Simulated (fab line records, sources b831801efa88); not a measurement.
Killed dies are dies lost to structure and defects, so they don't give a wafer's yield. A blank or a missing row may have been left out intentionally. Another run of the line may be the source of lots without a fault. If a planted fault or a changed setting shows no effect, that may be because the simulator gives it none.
fab line records ; flow gf180mcu
record lots=5; wafers=13; last-day=34
route steps=602 shown STI@12
lots that met no fault: taken from a fault-free run of the same line
start-h: hours from the record's opening day to when the first of the lot's shown wafers began ; wait-h: time in hours since the lot's previous step ; " identical to the entry in the row above ; L1.1+2: a row that stands for several wafers ; - no value, or no start was given ; * or withheld: withheld ; < > ~ a bound
route shown NAME@n: names a module that has steps shown in the file, with the first one's number in the route ; usual: mean and standard deviation over wafers with no fault ; same: alike in all rows ; chamber/n: place in a boat ; sites: each site's reading ; _std_site: the standard deviation of these ; _edge_site: outer sites' mean less inner sites' ; radius-mm: how far each site lies from the wafer's centre ; mask NAME#n: copy n ; behind: the tool/chamber that last shaped the wafer ; hold: why the lot was held/for how many hours/how that ended ; device: names the non-switching transistor (n, p or np) ; end of line: tests run on the same wafers once the route is complete ; a step without rows: its recipe alone ; killed: at the first sort, the dies lost to defects and structure; wafer yield is something else ; map: the dies of a wafer, with x for killed, . for not killed, _ for no die there
set.NAME: the setting the step ran with; set.NAME@STEP: the setting that earlier step ran with ; model.NAME: the simulator's own value behind a step, which no gauge read
lots at some steps of the route; a table a step, a row a wafer
services: a tool's chamber out of use, with start hour (start-h, from the record's first day; less than 0 if before it), hours out, and reason
## steps
# step GF_STI_DEVELOP_11
# recipe develop-time-s=60; dev-temp-c=21
# step GF_STI_CD_MEAS_12
# recipe target-cd-nm=220
# usual cd-nm=220.1/1.2
lot.wafer;tool;chamber;start-h;wait-h;cd-nm
L344.2;cd-sem-01;-;24.10;0.1;218.0
L344.3;cd-sem-01;-;24.10;0.1;219.3
L344.4;cd-sem-01;-;24.10;0.1;217.6
L346.1;cd-sem-02;-;38.83;0.1;220.0
L346.2;cd-sem-02;-;38.83;0.1;220.2
L346.3;cd-sem-02;-;38.83;0.1;220.3
L360.5;cd-sem-01;-;108.56;0.1;218.4
L363.1;cd-sem-01;-;123.78;0.1;218.9
L363.2;cd-sem-01;-;123.78;0.1;219.6
L363.5;cd-sem-01;-;123.78;0.1;219.0
L367.1;cd-sem-02;-;144.08;0.1;222.7
L367.2;cd-sem-02;-;144.08;0.1;220.6
L367.6;cd-sem-02;-;144.08;0.1;222.1
# step GF_STI_ETCH_13
# recipe chemistry=CHF3/O2; stop-on=Si; over-etch-frac=0.3; target-depth-a=2823.1; source-w=600; bias-w=200; pressure-mtorr=40; chf3-flow-sccm=50; O2_flow_sccm=5; time-s=112.9
# usual drypump-motor-current-A=5.75/0.24; oes-product-au=0.835/0.0061; throttle-valve-pct=8.811/0.0093
lot.wafer;tool;chamber;start-h;wait-h;drypump-motor-current-A;oes-product-au;rf-hours-counter-h;throttle-valve-pct
L344.2;rie-diel-01;2;24.20;0.1;6.07;0.835;5;8.812
L344.3;rie-diel-01;3;24.20;0.1;5.72;0.840;159;8.813
L344.4;rie-diel-01;3;24.20;0.1;5.73;0.836;-;8.818
L346.1;rie-diel-03;3;38.95;0.1;5.80;0.839;43;8.799
L346.2;rie-diel-03;2;38.95;0.1;5.25;0.832;4;8.804
L346.3;rie-diel-03;0;38.95;0.1;5.75;0.842;61;8.805
L360.5;rie-diel-01;2;108.64;0.1;6.05;0.823;-;8.818
L363.1;rie-diel-01;1;123.90;0.1;6.03;0.825;121;8.812
L363.2;rie-diel-01;2;123.90;0.1;6.04;0.835;9;8.814
L363.5;rie-diel-01;2;123.90;0.1;6.05;0.836;-;8.821
L367.1;rie-diel-01;0;144.20;0.1;5.74;0.838;0;8.816
L367.2;rie-diel-01;2;144.20;0.1;6.04;0.824;9;8.805
L367.6;rie-diel-01;0;144.20;0.1;5.73;0.833;-;8.820
# step GF_STI_ETCH_14
# recipe target=Si; chemistry=HBr/Cl2/O2; target-depth-nm=360; icp-w=600; bias-w=150; pressure-mtorr=15; HBr_flow_sccm=150; Cl2_flow_sccm=40; O2_flow_sccm=6; time-s=102.9
# usual drypump-motor-current-A=5.52/0.17; oes-product-au=1.011/0.016; throttle-valve-pct=25.650/0.013
lot.wafer;tool;chamber;start-h;wait-h;drypump-motor-current-A;oes-product-au;rf-hours-counter-h;throttle-valve-pct
L344.2;rie-si-02;3;24.28;0.0;5.57;1.028;85;25.644
L344.3;rie-si-02;1;24.28;0.0;5.21;1.005;145;25.657
L344.4;rie-si-02;0;24.28;0.0;5.57;1.016;34;25.659
L346.1;rie-si-02;0;39.03;0.0;5.56;1.020;34;25.640
L346.2;rie-si-02;1;39.03;0.0;5.20;0.997;145;25.666
L346.3;rie-si-02;2;39.03;0.0;5.52;0.996;1;25.657
L360.5;rie-si-02;3;108.72;0.0;5.55;1.035;-;25.627
L363.1;rie-si-01;1;123.98;0.0;5.72;0.996;33;25.656
L363.2;rie-si-01;0;123.98;0.0;5.68;0.989;117;25.670
L363.5;rie-si-01;1;123.98;0.0;5.73;1.004;-;25.652
L367.1;rie-si-02;1;144.28;0.0;5.20;1.013;0;25.641
L367.2;rie-si-02;0;144.28;0.0;5.55;1.018;35;25.644
L367.6;rie-si-02;3;144.28;0.0;5.57;1.033;-;25.622
# step GF_STI_STRIP_15
# recipe chemistry=O2/N2; power-w=1400; pressure-mtorr=1500; platen-temp-c=250; o2-flow-sccm=3000; n2-flow-sccm=300; overash-fraction=0.5
# usual drypump-motor-current-A=5.8/0.38; heater-power-w=319/37; oes-product-au=0.384/0.0049; strip-time-to-endpoint-s=3.71/0.063
lot.wafer;tool;chamber;start-h;wait-h;drypump-motor-current-A;heater-power-w;oes-product-au;rf-hours-counter-h;strip-time-to-endpoint-s
L344.2;plasma-asher-01;0;24.36;0.0;5.8;328;0.379;36;3.61
L344.3;plasma-asher-01;0;24.36;0.0;5.8;330;0.387;-;3.69
L344.4;plasma-asher-01;1;24.36;0.0;6.4;285;0.377;-;3.67
L346.1;plasma-asher-02;0;39.11;0.0;6.0;359;0.380;25;3.68
L346.2;plasma-asher-02;1;39.11;0.0;5.2;375;0.394;25;3.79
L346.3;plasma-asher-02;1;39.11;0.0;5.2;363;0.392;-;3.80
L360.5;plasma-asher-02;1;108.82;0.1;5.2;352;0.378;-;3.63
L363.1;plasma-asher-04;1;124.06;0.0;5.4;265;0.379;1;3.65
L363.2;plasma-asher-04;0;124.06;0.0;5.9;322;0.384;1;3.69
L363.5;plasma-asher-04;0;124.06;0.0;5.8;314;0.373;-;3.67
L367.1;plasma-asher-04;0;144.36;0.0;5.8;320;0.383;3;3.75
L367.2;plasma-asher-04;1;144.36;0.0;5.4;268;0.383;3;3.71
L367.6;plasma-asher-04;1;144.36;0.0;5.4;266;0.382;-;3.67
# step GF_STI_CLEAN_16
# recipe chemistry=dHF; time-s=25; dilution=100:1
# step GF_STI_WET_ETCH_17
# recipe chemistry=H3PO4; target-depth-nm=45; temp-c=160; target=Si3N4; time-s=514
# step GF_STI_CLEAN_18
# recipe chemistry=SC1/SC2; mix=1:4:20; temp-c=70; time-s=150
# step GF_STI_CLEAN_19
# recipe chemistry=dHF; time-s=20; dilution=100:1
# step GF_STI_WET_ETCH_20
# recipe chemistry=dHF; dilution=100:1; target-depth-nm=20; temp-c=25; dry=ipa-marangoni; target=SiO2; time-s=400
# step GF_STI_OXIDATION_21
# recipe temp-c=1000; ambient=O2; stabilise-s=600; purge-s=300; target-thk-a=150; ox-time-s=458
# step GF_STI_THK_MEAS_22
# recipe reads=SiO2_of_STI_OXIDATION_21
# usual STI_OXIDATION_01_THK=14.89/0.21
lot.wafer;tool;chamber;start-h;wait-h;STI_OXIDATION_01_THK[nm]
L344.2;film-metro-04;-;30.35;0.0;14.52
L344.3;film-metro-04;-;30.35;0.0;14.90
L344.4;film-metro-04;-;30.35;0.0;14.68
L346.1;film-metro-01;-;40.71;0.0;15.06
L346.2;film-metro-01;-;40.71;0.0;15.00
L346.3;film-metro-01;-;40.71;0.0;14.88
L360.5;film-metro-01;-;110.37;0.0;14.81
L363.1;film-metro-03;-;125.65;0.0;14.79
L363.2;film-metro-03;-;125.65;0.0;14.65
L363.5;film-metro-03;-;125.65;0.0;14.61
L367.1;film-metro-01;-;146.48;0.0;14.81
L367.2;film-metro-01;-;146.48;0.0;14.98
L367.6;film-metro-01;-;146.48;0.0;14.94
# step GF_STI_CVD_23
# recipe material=SiO2; target-thk-nm=650; sigma-open-frac=0.3; time-s=108.3; temp-c=600; sih4-flow-sccm=60; pressure-mtorr=6
# usual pressure-mtorr=6.001/0.012
lot.wafer;tool;chamber;start-h;wait-h;pressure-mtorr;model.SiO2_of_STI_CVD_23.thk-nm
L344.2;hdpcvd-01;1;30.40;0.0;5.994;654.9
L344.3;hdpcvd-01;0;30.40;0.0;6.010;653.4
L344.4;hdpcvd-01;1;30.40;0.0;6.016;647.5
L346.1;hdpcvd-02;1;40.77;0.1;6.000;643.9
L346.2;hdpcvd-02;2;40.77;0.1;5.986;655.1
L346.3;hdpcvd-02;0;40.77;0.1;5.995;651.9
L360.5;hdpcvd-01;0;110.43;0.0;6.000;914.4
L363.1;hdpcvd-02;1;125.71;0.1;6.013;651.9
L363.2;hdpcvd-02;2;125.71;0.1;5.984;661.6
L363.5;hdpcvd-02;0;125.71;0.1;6.002;653.5
L367.1;hdpcvd-02;0;146.54;0.1;6.008;655.8
L367.2;hdpcvd-02;2;146.54;0.1;5.983;660
L367.6;hdpcvd-02;2;146.54;0.1;6.001;654.5
# step GF_STI_THK_MEAS_24
# recipe reads=SiO2_of_STI_CVD_23
# usual STI_CVD_23_THK=654/6.1
lot.wafer;tool;chamber;start-h;wait-h;hold;STI_CVD_23_THK[nm]
L344.2;film-metro-01;-;30.49;0.0;-;655
L344.3;film-metro-01;-;30.49;0.0;-;653
L344.4;film-metro-01;-;30.49;0.0;-;647
L346.1;film-metro-03;-;40.85;0.0;-;644
L346.2;film-metro-03;-;40.85;0.0;-;655
L346.3;film-metro-03;-;40.85;0.0;-;652
L360.5;film-metro-04;-;110.51;0.0;await-dispo/0.2h/release;914
L360.5;film-metro-04;-;110.74;0.2;-;914
L363.1;film-metro-01;-;125.78;0.0;-;652
L363.2;film-metro-01;-;125.78;0.0;-;662
L363.5;film-metro-01;-;125.78;0.0;-;654
L367.1;film-metro-04;-;146.62;0.0;-;656
L367.2;film-metro-04;-;146.62;0.0;-;659
L367.6;film-metro-04;-;146.62;0.0;-;655
# step GF_STI_CMP_25
# recipe stop-on=Si3N4; t-overpolish-s=33; down-force-psi=4; platen-rpm=60; target-thk-nm=524.6; pad-velocity-m-s=0.94248
# usual motor-current-A=12.0/1; time-to-endpoint-s=123/6.2
lot.wafer;tool;chamber;start-h;wait-h;hold;motor-current-A;time-to-endpoint-s
L344.2;cmp-01;3;30.59;0.1;-;11.5;118
L344.4;cmp-01;0;30.59;0.1;-;11.7;112
L344.3;cmp-01;1;30.59;0.1;-;10.9;114
L346.3;cmp-02;3;40.91;0.0;-;12.9;127
L346.2;cmp-02;0;40.91;0.0;-;13.7;131
L346.1;cmp-02;1;40.91;0.0;-;14.9;121
L360.5;cmp-01;0;113.32;2.6;await-dispo/1.9h/release;11.2;168
L363.2;cmp-01;2;126.00;0.2;-;13.2;127
L363.1;cmp-01;3;126.00;0.2;-;11.7;116
L363.5;cmp-01;0;126.00;0.2;-;11.6;117
L367.2;cmp-02;1;146.78;0.1;-;14.4;120
L367.1;cmp-02;2;146.78;0.1;-;10.6;118
L367.6;cmp-02;3;146.78;0.1;-;12.6;121
# step GF_STI_WET_ETCH_26
# recipe chemistry=dHF; target-depth-nm=94; target=SiO2; temp-c=25; dilution=10:1; time-s=188
## services
tool;chamber;start-h;hours;kind
cmp-01;-;0.96;18.3;pm
rie-si-02;2;8.76;5.0;repair
rie-si-02;3;12.42;7.2;repair
hdpcvd-01;-;14.83;2.8;pm
rie-si-02;-;15.86;1.8;repair
rie-diel-01;1;15.89;11.3;repair
rie-diel-03;0;21.98;3.3;repair
cmp-01;-;39.90;1.1;repair
rie-diel-01;-;40.47;0.6;repair
hdpcvd-01;-;57.55;0.4;repair
cmp-01;-;64.00;4.0;pm
plasma-asher-02;-;66.85;1.5;repair
rie-diel-01;-;69.08;0.4;repair
cmp-02;-;69.79;12.1;repair
cmp-01;-;88.20;2.5;repair
rie-si-01;2;93.67;3.3;repair
cmp-01;-;99.55;0.4;repair
rie-diel-03;1;101.76;1.7;repair
plasma-asher-04;-;108.75;9.0;pm
hdpcvd-02;-;109.81;0.5;repair
rie-diel-01;2;111.45;5.2;repair
cmp-01;-;112.24;0.8;repair
cmp-02;-;113.07;3.5;pm
cmp-02;-;116.98;12.9;repair
## key
first-sign step=GF_STI_THK_MEAS_24; reading=visit; direction=added
effect step=GF_STI_THK_MEAS_24; reading=STI_CVD_23_THK; direction=up; sigmas=43; usual=654; struck=914
effect step=GF_STI_CMP_25; reading=time-to-endpoint-s; direction=up; sigmas=7.3; usual=*; struck=*
model-effect step=GF_STI_CVD_23; value=SiO2_of_STI_CVD_23.thk-nm; without=652.5; struck=914.4
met-at GF_STI_CVD_23
struck-wafers L360.5
tester-left-out L360
onset-between 30.40 110.43
also-fits GF_STI_STRIP_15:plasma-asher-02
fault kind=process-parameter-drift; tool=hdpcvd-01; chamber=0; onset-h=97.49; steps=GF_STI_CVD_23; channel=target-thk-nm; offset=261.94; shape=step; end-h=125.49; acts-in=these-recipes-only; stated=650
# tester-left-out: of these lots the tester's yield and bins aren't shown, on N5 and GAA mostly nor the transistor test; their killed dies are dies lost to structure and defects alone, not to doping, threshold or leakage, so they don't give the yield
